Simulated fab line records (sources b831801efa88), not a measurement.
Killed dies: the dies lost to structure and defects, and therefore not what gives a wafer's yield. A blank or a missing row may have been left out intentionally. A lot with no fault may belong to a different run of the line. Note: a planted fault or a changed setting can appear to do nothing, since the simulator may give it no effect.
A lot that was struck, set against a sound lot || flow sky130 || 28 out of 708 route steps
Sound: wafers L633.1, L633.2, L633.6. Struck: wafer L640.6 (left out: L640.3, L640.4 of the same lot, which were not struck); the cause appears at the end.
Each step with rows lists, per side, the tool, then ch with its chambers, then its first start. Under that, the readings that differ: sound wafers || struck wafers || difference of the means || sigmas: that difference in standard deviations of wafers without a fault.
alike: readings with means less than 2 such deviations apart, plus words and numbers identical on both sides. not compared: withheld readings, readings lacking a value on some wafer, bounds such as >300 that could conceal the same value, and numbers that have no deviation in the record and whose values overlap.
Wherever a step has rows on one side only, a row that says differs or no value, or a row with sigmas, the two part there. When numbers do not overlap yet have no deviation, they are printed without sigmas and do not part them. A reading missing from all wafers of one side parts the sides only when that side holds two or more wafers.

first, 1 step without rows for these wafers: SKY_VIA4_ETCH_12 (etches SiO2 in C4F8/O2/Ar, stops on TiN, target depth 580 nm).
SKY_VIA4_STRIP_13: strips in O2/N2.
  sound on plasma asher-02 ch 0,1, day 45 22:59; struck on plasma asher-01 ch 0, day 47 11:33
{"reading": "drypump motor current A (A)", "sound": "6.3 5.6 6.3", "struck": 4.9, "difference": -1.2, "sigmas": -2}
  alike: oes product au, strip time to endpoint s
  not compared: rf hours counter h
then, 4 steps without rows for these wafers: SKY_VIA4_STRIP_14 (strips in post etch residue remover, time 1200 s); SKY_VIA4_CLEAN_15 (cleans in IPA, time 180 s); SKY_VIA4_CLEAN_16 (cleans in O3/DIW); SKY_VIA4_SPUTTER_17 (material TiN, target thk 20 nm, time 80 s).
SKY_VIA4_CVD_18: deposits W, target thk 505 nm, time 152.14 s.
  sound on cvd w-02 ch 0,1, day 45 23:38; struck on cvd w-01 ch 1, day 47 12:22
{"reading": "heater power outer w (W)", "sound": "538 550 538", "struck": 422, "difference": -120, "sigmas": -2}
  alike: heater power w
SKY_VIA4_RS_MEAS_19: the measuring method here is four-point-probe.
  sound on film metro-03 at day 45 23:48; struck on film metro-01 at day 47 12:31
{"reading": "VIA4_W_RS (ohm/sq)", "sound": "0.2252 0.2266 0.2200", "struck": 0.2283, "difference": "+0.0044", "sigmas": "+2"}
SKY_VIA4_THK_MEAS_20: measures by xrf.
  sound on film metro-03 at day 45 23:55; struck on film metro-01 at day 47 12:37
{"reading": "VIA4_W_THK (nm)", "sound": "509 507 521", "struck": 492, "difference": -20, "sigmas": -4}
then, 2 steps without rows for these wafers: SKY_VIA4_CMP_21 (polishes, stops on SiO2, t overpolish 25 s, target thk 0 nm); SKY_METAL5_SPUTTER_00 (material Ti, target thk 15 nm, time 10 s).
SKY_METAL5_SPUTTER_01: material TiN, target thk 20 nm, time 16.7 s.
  sound on pvd sputter-01 at day 46 00:18; struck on pvd sputter-03 at day 47 12:58
  alike: throttle valve pct
SKY_METAL5_SPUTTER_02: material AlCu, target thk 1150 nm, time 61.2 s.
  sound on pvd sputter-01 at day 46 00:19; struck on pvd sputter-03 at day 47 13:00
{"reading": "model.AlCu_of_METAL5_SPUTTER_02.thk nm (nm)", "sound": "1158 1146 1154", "struck": 1088, "difference": -65, "sigmas": ""}
  alike: throttle valve pct
then, 1 step without rows for these wafers: SKY_METAL5_SPUTTER_03 (material Ti, target thk 5 nm, time 3.3 s).
SKY_METAL5_SPUTTER_04: material TiN, target thk 70 nm, time 58.3 s.
  sound on pvd sputter-01 at day 46 00:23; struck on pvd sputter-03 at day 47 13:04
  alike: throttle valve pct
SKY_METAL5_RS_MEAS_05: the measuring method here is four-point-probe.
  sound on film metro-04 at day 46 00:26; struck on film metro-02 at day 47 13:10
{"reading": "METAL5_ALCU_RS (ohm/sq)", "sound": "0.0269 0.0272 0.0270", "struck": 0.0286, "difference": "+0.0016", "sigmas": "+5"}
SKY_METAL5_THK_MEAS_06: measures by xrf.
  sound on film metro-04 at day 46 00:34; struck on film metro-02 at day 47 13:16
{"reading": "METAL5_ALCU_THK (nm)", "sound": "1149 1139 1150", "struck": 1085, "difference": -61, "sigmas": -4}
then, 8 steps without rows for these wafers: SKY_METAL5_DEHYDRATE_07 (time 60 s); SKY_METAL5_HMDS_08 (prime time 60 s); SKY_METAL5_COAT_09 (resist thk 1800 nm); SKY_METAL5_SOFTBAKE_10 (time 60 s); SKY_METAL5_EXPOSE_11 (exposes mask MM5, target cd 1600 nm); SKY_METAL5_PEB_12; SKY_METAL5_DEVELOP_13 (develop time 60 s); SKY_METAL5_DESCUM_14 (chemistry O2, time 11 s).
SKY_METAL5_METAL_ETCH_15: etches the open film in Cl2/BCl3, stops on SiO2, target depth 1260 nm, time 252 s.
  sound on rie metal-03 ch 0, day 46 21:29; struck on rie metal-04 ch 1, day 48 08:31
  alike: drypump motor current A, oes product au, throttle valve pct
  not compared: rf hours counter h
SKY_METAL5_STRIP_16: strips in O2/N2.
  sound on plasma asher-02 ch 0,1, day 46 21:58; struck on plasma asher-03 ch 0, day 48 08:43
  alike: drypump motor current A, oes product au, strip time to endpoint s
  not compared: rf hours counter h
SKY_PAD_OPEN_PROBE_99:
  sound on prober-02 at day 48 15:48; struck on prober-02 at day 50 00:06
{"reading": "killed at other", "sound": "0 0 0", "struck": 1, "difference": "+1", "sigmas": "+2"}
{"reading": "model.etest.met5.rs ohm sq", "sound": "0.02709 0.02691 0.02724", "struck": 0.02885, "difference": "+0.00177", "sigmas": ""}
{"reading": "model.etest.met5.line ohm um", "sound": "0.01707 0.017 0.01716", "struck": 0.01793, "difference": "+0.00085", "sigmas": ""}
  alike: defect limited yield, killed_at_M0_to_M3, killed_at_M4_up, killed at contacts, killed at front end, killed dies, killed open, killed short, sort_bin_3_pad_short, sort_bin_5_function, sort_bin_6_memory, sort n pass, sort yield pct

## WHERE THEY PART
Last at SKY_PAD_OPEN_PROBE_99 as far as this record goes, first at SKY_VIA4_STRIP_13.

WHY: the cause the simulator had injected
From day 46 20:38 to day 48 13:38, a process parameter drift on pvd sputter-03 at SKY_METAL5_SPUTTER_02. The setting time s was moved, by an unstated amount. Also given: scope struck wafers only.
